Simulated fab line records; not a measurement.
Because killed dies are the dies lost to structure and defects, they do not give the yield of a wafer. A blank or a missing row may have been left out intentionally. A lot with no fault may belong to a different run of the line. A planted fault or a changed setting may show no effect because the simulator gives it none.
A lot that was struck, set against a sound lot || flow gf180mcu || 15 out of 602 route steps
Sound: the wafers L342.2, L342.4, L342.5. Struck: wafer L363.1 (left out: L363.3, L363.4 of the same lot, which were not struck); the cause appears at the end.
Order at every step that has rows: each side's tool, ch and its chambers, its first start. Under that, the readings that differ: sound wafers || struck wafers || difference of the means || sigmas: that difference in standard deviations of wafers without a fault.
alike: readings whose means differ by less than 2 such deviations, and words and numbers that are the same on both sides. not compared: withheld readings, readings that some wafer has no value for, bounds like >300 that may hide the same value, and numbers for which the record gives no deviation and whose values overlap.
Wherever a step has rows on one side only, a row that says differs or no value, or a row with sigmas, the two part there. When numbers do not overlap yet have no deviation, they are printed without sigmas and do not part them. A reading that every wafer of one side lacks parts them only if that side has two wafers or more.

GF_V5_ETCH_16: etches BARC in N2/H2.
  sound on rieDiel-04 ch 0,2,3, day 27 22:07; struck on rieDiel-04 ch 2, day 33 16:43
  alike: chamberPressureMTorr, drypumpMotorCurrentA, oesProductAu, throttleValvePct
then, 4 steps without rows for these wafers: GF_V5_ETCH_17 (etches SiO2 in C4F8/O2/Ar, stops on TiN, target depth 855 nm); GF_V5_STRIP_18 (strips in O2/N2); GF_V5_STRIP_19 (strips in post etch residue remover, time 1200 s); GF_V5_CLEAN_20 (cleans in DIW).
GF_V5_SPUTTER_21: material Ti, target thk 15 nm, time 80.02 s.
  sound on pvdSputter-01 at day 27 22:50; struck on pvdSputter-02 at day 33 17:23
{"reading": "substrateTempC (C)", "sound": "200.25 200.40 200.09", "struck": 199.89, "difference": -0.36, "sigmas": -2}
  alike: cathodeDcPowerW, throttleValvePct
then, 2 steps without rows for these wafers: GF_V5_SPUTTER_22 (material TiN, target thk 10 nm, time 40 s); GF_V5_CVD_23 (deposits W, target thk 350 nm, time 104.9 s).
GF_V5_RS_MEAS_24: measures by four-point-probe.
  sound on filmMetro-04 at day 27 23:04; struck on filmMetro-03 at day 33 17:37
  alike: V5_W_RS
GF_V5_THK_MEAS_25: measures by xrf.
  sound on filmMetro-04 at day 27 23:11; struck on filmMetro-03 at day 33 17:44
  alike: V5_W_THK
GF_V5_CMP_26: polishes, stops on SiO2, t overpolish 15 s, target thk 0 nm.
  sound on cmp-02 ch 0,2,3, day 27 23:17; struck on cmp-02 ch 1, day 33 17:50
{"reading": "motorCurrentA (A)", "sound": "14.0 11.8 12.0", "struck": 9.1, "difference": -3.5, "sigmas": -3}
{"reading": "overpolishRunS (s)", "sound": "15.001 14.994 14.994", "struck": 15.015, "difference": "+0.019", "sigmas": "+2"}
  alike: timeToEndpointS
GF_TOP_METAL_SPUTTER_00: material Ti, target thk 37.5 nm, time 150 s.
  sound on pvdSputter-01 at day 27 23:32; struck on pvdSputter-04 at day 33 18:05
  alike: cathodeDcPowerW, substrateTempC, throttleValvePct
GF_TOP_METAL_SPUTTER_01: material TiN, target thk 30 nm, time 25 s.
  sound on pvdSputter-01 at day 27 23:38; struck on pvdSputter-04 at day 33 18:11
{"reading": "model.TiN_of_TOP_METAL_SPUTTER_01.thkNm (nm)", "sound": "29.74 29.49 29.24", "struck": 27.61, "difference": -1.88, "sigmas": ""}
  alike: cathodeDcPowerW, throttleValvePct
GF_TOP_METAL_SPUTTER_02: material AlCu, target thk 900 nm, time 47.82 s.
  sound on pvdSputter-01 at day 27 23:40; struck on pvdSputter-04 at day 33 18:13
  alike: cathodeDcPowerW, substrateTempC, throttleValvePct
GF_PASSIVATION_PROBE_99:
  sound wafers here have rows in the record (prober-02, day 29 18:10); struck ones have none

== WHERE THEY PART ==
Last at GF_PASSIVATION_PROBE_99 as far as this record goes, first at GF_V5_SPUTTER_21.

WHY: the cause the simulator had injected
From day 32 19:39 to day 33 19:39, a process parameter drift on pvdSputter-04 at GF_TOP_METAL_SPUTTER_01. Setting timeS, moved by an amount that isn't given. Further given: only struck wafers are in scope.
